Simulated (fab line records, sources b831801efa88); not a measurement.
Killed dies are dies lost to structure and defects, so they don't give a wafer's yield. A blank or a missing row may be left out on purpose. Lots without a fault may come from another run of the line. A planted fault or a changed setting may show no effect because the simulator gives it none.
A struck lot beside a sound one | flow sfq_line | 13 steps out of a route of 325
Sound: wafers L989.2, L989.3, L989.4. Struck: wafers L986.2, L986.3, L986.4. The cause comes at the end.
At each step with rows: each side's tool, then ch and its chambers, then its first start. Under that, the readings that differ: sound wafers | struck wafers | difference of the means | sigmas: that difference in standard deviations of wafers without a fault.
alike: readings whose means differ by less than 2 such deviations, and words and numbers that are the same on both sides. not compared: withheld readings, readings that some wafer has no value for, bounds like >300 that may hide the same value, and numbers for which the record gives no deviation and whose values overlap.
The two part at a step that has a row with sigmas, a row that says differs or no value, or rows on one side only. Numbers that don't overlap but have no deviation are shown without sigmas and don't part them. A reading that every wafer of one side lacks parts them only if that side has two wafers or more.

first, 1 step without rows for these wafers: SFQ_TRILAYER_M7_DEP_PRE_CLEAN_176 (time 22.5 s).
SFQ_TRILAYER_M7_DEP_SPUTTER_175: material Nb, target thk 200 nm, time 133.3 s.
  sound on pvd_sputter-05, day 89 20:29; struck on pvd_sputter-04, day 88 17:55
  alike: substrate_temp_c, throttle_valve_pct
SFQ_M7_RS_MEAS_943: measures by four-point-probe.
  sound on film_metro-02, day 89 20:36; struck on film_metro-04, day 88 18:01
  alike: M7_NB_RS
then, 6 steps without rows for these wafers: SFQ_TRILAYER_M7_LITHO_COAT_182 (resist thk 62 nm); SFQ_TRILAYER_M7_LITHO_COAT_177 (resist thk 600 nm); SFQ_TRILAYER_M7_LITHO_SOFTBAKE_181; SFQ_TRILAYER_M7_LITHO_EXPOSE_178 (exposes mask M7, target cd 500 nm); SFQ_TRILAYER_M7_LITHO_PEB_180 (peb time 60 s); SFQ_TRILAYER_M7_LITHO_DEVELOP_179 (time 60 s).
-- the record jumps here: 3 days lie between the struck wafers' starts before and after --
SFQ_M7_OVL_MEAS_945:
  sound on overlay-02, day 92 22:10; struck on overlay-01, day 91 23:22
  alike: M7_OVL
SFQ_TRILAYER_M7_BARC_OPEN_METAL_ETCH_229: etches BARC in O2, target depth 125 nm, time 41.7 s.
  sound on rie_metal-02 ch 0,1, day 92 22:12; struck on rie_metal-03 ch 1, day 91 23:25
  reading                        | sound             | struck               | difference | sigmas
  chamber_pressure_mTorr (mTorr) | 9.988 9.993 9.978 | 10.011 10.008 10.005 | +0.022     | +2
  alike: drypump_motor_current_A, oes_product_au, rf_fwd_power_W
  not compared: rf_hours_counter_h
SFQ_TRILAYER_M7_ETCH_METAL_ETCH_180: etches Nb in Cl2/Ar, stops on SiO2, target depth 240 nm, time 120 s.
  sound on rie_metal-02 ch 0,1, day 92 22:16; struck on rie_metal-03 ch 1, day 91 23:34
  reading                                             | sound             | struck            | difference | sigmas
  rf_fwd_power_W (W)                                  | 596.4 599.7 596.9 | 500.4 503.9 501.7 | -95.7      | -50
  model.KrF_of_TRILAYER_M7_LITHO_COAT_177.thk_nm (nm) | 385.1 385.6 382.8 | 410 407.8 409.4   | +25        |
  alike: chamber_pressure_mTorr, drypump_motor_current_A, oes_product_au
  not compared: rf_hours_counter_h
SFQ_TRILAYER_M7_STRIP_STRIP_181: strips in O2.
  sound on rie_metal-02 ch 0,1, day 92 22:23; struck on rie_metal-03 ch 1, day 91 23:58
  alike: chamber_pressure_mTorr, drypump_motor_current_A, oes_product_au
  not compared: rf_hours_counter_h

WHERE THEY PART
First at SFQ_TRILAYER_M7_BARC_OPEN_METAL_ETCH_229; last, within this record, at SFQ_TRILAYER_M7_ETCH_METAL_ETCH_180. Later steps at which nothing parts them and some readings are alike: SFQ_TRILAYER_M7_STRIP_STRIP_181.

WHY: what the simulator had put in
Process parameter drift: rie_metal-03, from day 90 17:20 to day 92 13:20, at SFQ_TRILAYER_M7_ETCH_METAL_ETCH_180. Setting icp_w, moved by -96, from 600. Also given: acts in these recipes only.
